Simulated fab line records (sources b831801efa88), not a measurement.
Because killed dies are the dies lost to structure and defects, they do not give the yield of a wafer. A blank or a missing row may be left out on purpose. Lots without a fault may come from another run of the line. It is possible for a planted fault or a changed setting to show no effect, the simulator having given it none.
Split-lot study :: flow gf180mcu :: on a route of 602 steps: 5 lots, 23 wafers read

THE SPLIT
At GF_PSD_IMPLANT_09, the setting dose-cm2 was moved away from the recipe's 1.5e+15 on 6 of the 23 wafers read, by -10.8% to +10.5%. This setting was run at the recipe's value on the other wafers.

FROM THE SPLIT TO THE READING: what the file shows between them, 5 steps
- GF_PSD_STRIP_10: strips in O2/N2
- GF_PSD_TW_MEAS_11
- GF_PSD_CLEAN_12: cleans in SC1/SC2, time 150 s
- GF_PSD_RTA_13: time 20 s
- GF_PSD_RS_MEAS_14: measures by four-point-probe

THE READING
Measured at GF_PSD_RS_MEAS_15 by four-point probe: PSD_RS, in ohm/sq. Fault-free wafers of this fab line usually give 108.4 ohm/sq, standard deviation 0.33 ohm/sq.

wafer: L074.2
tool, chamber at the split: implanter-01, 0
dose-cm2 as run: 1.5e+15
against the recipe: recipe
PSD_RS, ohm/sq: 108.5
against lot-mates on the recipe: -

wafer: L074.3
tool, chamber at the split: implanter-01, 0
dose-cm2 as run: 1.338e+15
against the recipe: -10.8%
PSD_RS, ohm/sq: 112.9
against lot-mates on the recipe: +4.6

wafer: L074.4
tool, chamber at the split: implanter-01, 0
dose-cm2 as run: 1.338e+15
against the recipe: -10.8%
PSD_RS, ohm/sq: 113.1
against lot-mates on the recipe: +4.8

wafer: L074.5
tool, chamber at the split: implanter-01, 0
dose-cm2 as run: 1.5e+15
against the recipe: recipe
PSD_RS, ohm/sq: 108.2
against lot-mates on the recipe: -

wafer: L074.6
tool, chamber at the split: implanter-01, 0
dose-cm2 as run: 1.338e+15
against the recipe: -10.8%
PSD_RS, ohm/sq: 113.1
against lot-mates on the recipe: +4.8

wafer: L078.1
tool, chamber at the split: implanter-01, 0
dose-cm2 as run: 1.5e+15
against the recipe: recipe
PSD_RS, ohm/sq: 108.0
against lot-mates on the recipe: -

wafer: L078.2
tool, chamber at the split: implanter-01, 0
dose-cm2 as run: 1.5e+15
against the recipe: recipe
PSD_RS, ohm/sq: 107.9
against lot-mates on the recipe: -

wafer: L078.4
tool, chamber at the split: implanter-01, 0
dose-cm2 as run: 1.5e+15
against the recipe: recipe
PSD_RS, ohm/sq: 108.2
against lot-mates on the recipe: -

wafer: L078.5
tool, chamber at the split: implanter-01, 0
dose-cm2 as run: 1.5e+15
against the recipe: recipe
PSD_RS, ohm/sq: 108.1
against lot-mates on the recipe: -

wafer: L078.6
tool, chamber at the split: implanter-01, 0
dose-cm2 as run: 1.5e+15
against the recipe: recipe
PSD_RS, ohm/sq: 108.2
against lot-mates on the recipe: -

wafer: L082.2
tool, chamber at the split: implanter-04, 0
dose-cm2 as run: 1.5e+15
against the recipe: recipe
PSD_RS, ohm/sq: 108.7
against lot-mates on the recipe: -

wafer: L082.3
tool, chamber at the split: implanter-04, 0
dose-cm2 as run: 1.5e+15
against the recipe: recipe
PSD_RS, ohm/sq: 108.5
against lot-mates on the recipe: -

wafer: L082.4
tool, chamber at the split: implanter-04, 0
dose-cm2 as run: 1.5e+15
against the recipe: recipe
PSD_RS, ohm/sq: 108.6
against lot-mates on the recipe: -

wafer: L084.1
tool, chamber at the split: implanter-03, 0
dose-cm2 as run: 1.5e+15
against the recipe: recipe
PSD_RS, ohm/sq: 108.2
against lot-mates on the recipe: -

wafer: L084.2
tool, chamber at the split: implanter-03, 0
dose-cm2 as run: 1.5e+15
against the recipe: recipe
PSD_RS, ohm/sq: 108.2
against lot-mates on the recipe: -

wafer: L084.3
tool, chamber at the split: implanter-03, 0
dose-cm2 as run: 1.5e+15
against the recipe: recipe
PSD_RS, ohm/sq: 108.4
against lot-mates on the recipe: -

wafer: L084.4
tool, chamber at the split: implanter-03, 0
dose-cm2 as run: 1.5e+15
against the recipe: recipe
PSD_RS, ohm/sq: 108.1
against lot-mates on the recipe: -

wafer: L084.6
tool, chamber at the split: implanter-03, 0
dose-cm2 as run: 1.5e+15
against the recipe: recipe
PSD_RS, ohm/sq: 108.5
against lot-mates on the recipe: -

wafer: L085.1
tool, chamber at the split: implanter-04, 0
dose-cm2 as run: 1.5e+15
against the recipe: recipe
PSD_RS, ohm/sq: 107.7
against lot-mates on the recipe: -

wafer: L085.3
tool, chamber at the split: implanter-04, 0
dose-cm2 as run: 1.658e+15
against the recipe: +10.5%
PSD_RS, ohm/sq: 106.2
against lot-mates on the recipe: -1.9

wafer: L085.4
tool, chamber at the split: implanter-04, 0
dose-cm2 as run: 1.5e+15
against the recipe: recipe
PSD_RS, ohm/sq: 108.4
against lot-mates on the recipe: -

wafer: L085.5
tool, chamber at the split: implanter-04, 0
dose-cm2 as run: 1.658e+15
against the recipe: +10.5%
PSD_RS, ohm/sq: 106.1
against lot-mates on the recipe: -2.0

wafer: L085.6
tool, chamber at the split: implanter-04, 0
dose-cm2 as run: 1.658e+15
against the recipe: +10.5%
PSD_RS, ohm/sq: 105.9
against lot-mates on the recipe: -2.2

FIT RESULTS
A straight line over all 23 wafers: PSD_RS changes by -0.328 ohm/sq for each +1% of dose-cm2; r = -0.95; the points scatter about the line by 0.62 ohm/sq.
The same after taking each lot's own level away (the mean of its wafers on the recipe; 23 wafers): -0.314 ohm/sq for each +1%; r = -0.94; scatter 0.62 ohm/sq.
That fit puts the effect of the largest move of dose-cm2 on the reading at 3.4 ohm/sq.
From 108.05 to 108.60 ohm/sq: that is the span of the lots' own levels, equal to 1.7 times the standard deviation above.
The two slopes are in agreement: the lot-to-lot level therefore moves the slope only a little.
Check: +3.51 ohm/sq against its lot-mates is what the line predicts for one of the wafers moved furthest among these (-10.8%) when that wafer is left out of the fit. It came out at +4.55 ohm/sq against them.

THE OTHER SPLITS THESE WAFERS WENT THROUGH
Note: prior to the reading, these wafers also went through further splits. Each is held against what the fit with the lots' levels taken away leaves over:
other split on the same wafers: GF_HV_LDD_COAT_26 resist-thk-nm
wafers away from the commonest value: 10
r with PSD_RS (lot level and that fit taken away): -0.25

other split on the same wafers: GF_HV_LDD_IMPLANT_35 dose-cm2
wafers away from the commonest value: 5
r with PSD_RS (lot level and that fit taken away): +0.25

other split on the same wafers: GF_HV_LDD_COAT_41 spin-rpm
wafers away from the commonest value: 7
r with PSD_RS (lot level and that fit taken away): +0.09

other split on the same wafers: GF_HV_LDD_CVD_54 target-thk-nm
wafers away from the commonest value: 10
r with PSD_RS (lot level and that fit taken away): +0.50

other split on the same wafers: GF_NSD_IMPLANT_09 energy-kev
wafers away from the commonest value: 9
r with PSD_RS (lot level and that fit taken away): +0.25

other split on the same wafers: GF_PSD_DEVELOP_06 dev-temp-c
wafers away from the commonest value: 12
r with PSD_RS (lot level and that fit taken away): +0.10

THE WHOLE CHAIN: every reading that the file lists as answering this split, in the file's order
step: GF_PSD_STRIP_10
what it does: strips in O2/N2
reading: strip-time-to-endpoint-s
change (the file's fit): withheld for each +1% of the setting
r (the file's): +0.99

step: GF_PSD_TW_MEAS_11
what it does: 
reading: PSD_TW
change (the file's fit): +7.59 for each +1% of the setting
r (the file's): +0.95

step: GF_PSD_RS_MEAS_15
what it does: measures by four-point-probe
reading: PSD_RS
change (the file's fit): -0.313 for each +1% of the setting
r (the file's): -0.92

FILE'S OWN FIT
PSD_RS changes by -0.313 ohm/sq for each +1% of dose-cm2, r = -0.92.
